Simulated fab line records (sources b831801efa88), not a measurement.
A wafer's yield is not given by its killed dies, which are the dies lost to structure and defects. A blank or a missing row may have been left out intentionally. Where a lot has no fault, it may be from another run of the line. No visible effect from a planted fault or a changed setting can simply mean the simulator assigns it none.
Problem report in the 8D (eight disciplines) form, filled by code || flow gf180mcu || the parts of the form that need people (team, actions taken, sign-off) are left out

1. THE ISSUE
Wafers free of any fault read 3200 (standard deviation 13) for PSD_TW at GF_PSD_TW_MEAS_11, against a mean of 3394 on 6 wafers of 2 lots. Measured from the usual mean, that is +15 standard deviations.
Seen first at day 19 06:13 on filmMetro-02, wafer L332.4. Wafers with a number at this step in the record: 33, from 11 lots. Rule for "out" (also "out of limits"): further than 4 standard deviations from the usual mean. The rest of the wafers with a number are treated as sound.

2. WHAT IT IS AND WHAT IT IS NOT
{"question": "which readings at this step", "is": "PSD_TW", "is not": "-"}
{"question": "which lots", "is": "L332, L333", "is not": "L318, L320, L321, L322, L324, L331, L335, L340, L341"}
{"question": "which wafers of those lots", "is": "all that have a number", "is not": "-"}
{"question": "read on which gauges", "is": "filmMetro-02", "is not": "filmMetro-01, filmMetro-03"}
{"question": "when", "is": "from day 19 06:13", "is not": "up to then (18 sound wafers); but 9 sound wafers of L335, L340, L341 came after"}

3. SUSPECTS, AND WHAT RULES EACH OUT
Counting: a tool stays on the suspect list if, at a process step up to the reading, it processed all lots that are out and no sound lot following the first of them.
- the gauge at GF_PSD_TW_MEAS_11 has been ruled out. All the wafers that are out were read on filmMetro-02, but those of them that GF_PSD_IMPLANT_09 has rows for are out there too, on other tools.
- implanter-04 at GF_PSD_IMPLANT_09: ruled out as a lasting fault. After its first lot that is out, L332 (day 19 06:00), sound lots L341 ran on it.
- plasmaAsher-02 at GF_PSD_STRIP_10 (strips in O2/N2): ruled out as a lasting fault. After its first lot that is out, L332 (day 19 06:07), sound lots L335 ran on it.
Left after counting: nothing in the record.

4. THE CAUSE (what the simulator had put in)
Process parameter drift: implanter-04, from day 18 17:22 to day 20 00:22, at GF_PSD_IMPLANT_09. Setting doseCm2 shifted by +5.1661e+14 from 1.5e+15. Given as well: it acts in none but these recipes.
The count ruled it out by mistake, since the rule takes a fault to strike every lot its tool runs from the start of the fault on, and this one did not do so.

5. SEQUENCE OF EFFECTS, ordered by route
Rows list readings where the struck wafers' mean (over those with a number) sits beyond 3 standard deviations from the usual. Scope: only readings with a usual standard deviation given in the record; hours: median across lots of the time from each lot's start at the first step in this table that gives one to its start at this step; sigmas: change in usual standard deviations.
{"hours": 0, "step": "GF_PSD_IMPLANT_09", "reading": "doseIonsCm2", "usual": 1.4999e+15, "on struck wafers": 2.0156e+15, "change": "+5.1568e+14", "sigmas": "+99 or more"}
{"hours": 0, "step": "GF_PSD_IMPLANT_09", "reading": "endStationPressureTorr", "usual": "1.18e-05 Torr", "on struck wafers": 1.45e-05, "change": "+2.65e-06", "sigmas": "+4.8"}
{"hours": 0, "step": "GF_PSD_IMPLANT_09", "reading": "faradayCurrentUA", "usual": 8241, "on struck wafers": 11022, "change": "+2781", "sigmas": "+19"}
{"hours": 0, "step": "GF_PSD_STRIP_10", "reading": "oesProductAu", "usual": "0.592 a.u.", "on struck wafers": 0.569, "change": -0.023, "sigmas": -5.8}
{"hours": 0, "step": "GF_PSD_STRIP_10", "reading": "stripTimeToEndpointS", "usual": "16.51 s", "on struck wafers": 17.53, "change": "+1.02", "sigmas": "+25"}
{"hours": 0, "step": "GF_PSD_TW_MEAS_11", "reading": "PSD_TW", "usual": 3200, "on struck wafers": 3394, "change": "+194", "sigmas": "+15"}
{"hours": 1, "step": "GF_PSD_RS_MEAS_15", "reading": "PSD_RS", "usual": "108.70 ohm/sq", "on struck wafers": 103.36, "change": -5.34, "sigmas": -21}
The process steps in it:
- GF_PSD_IMPLANT_09
- GF_PSD_STRIP_10: strips in O2/N2.
Later steps that measure or inspect, where all struck wafers having a row at the step show a number for every such reading and not one has moved that far: GF_V4_THK_MEAS_03.

6. HOW IT WOULD HAVE BEEN CAUGHT EARLIER
Counted from the fault's start at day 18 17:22, it took 13 hours until the first out-of-limits reading at a measuring or inspecting step in this record, taken at day 19 06:13.
Tool's own readings at GF_PSD_IMPLANT_09, doseIonsCm2, faradayCurrentUA: out on all struck wafers the step has rows for; an alarm limit on them would have tripped on the first.
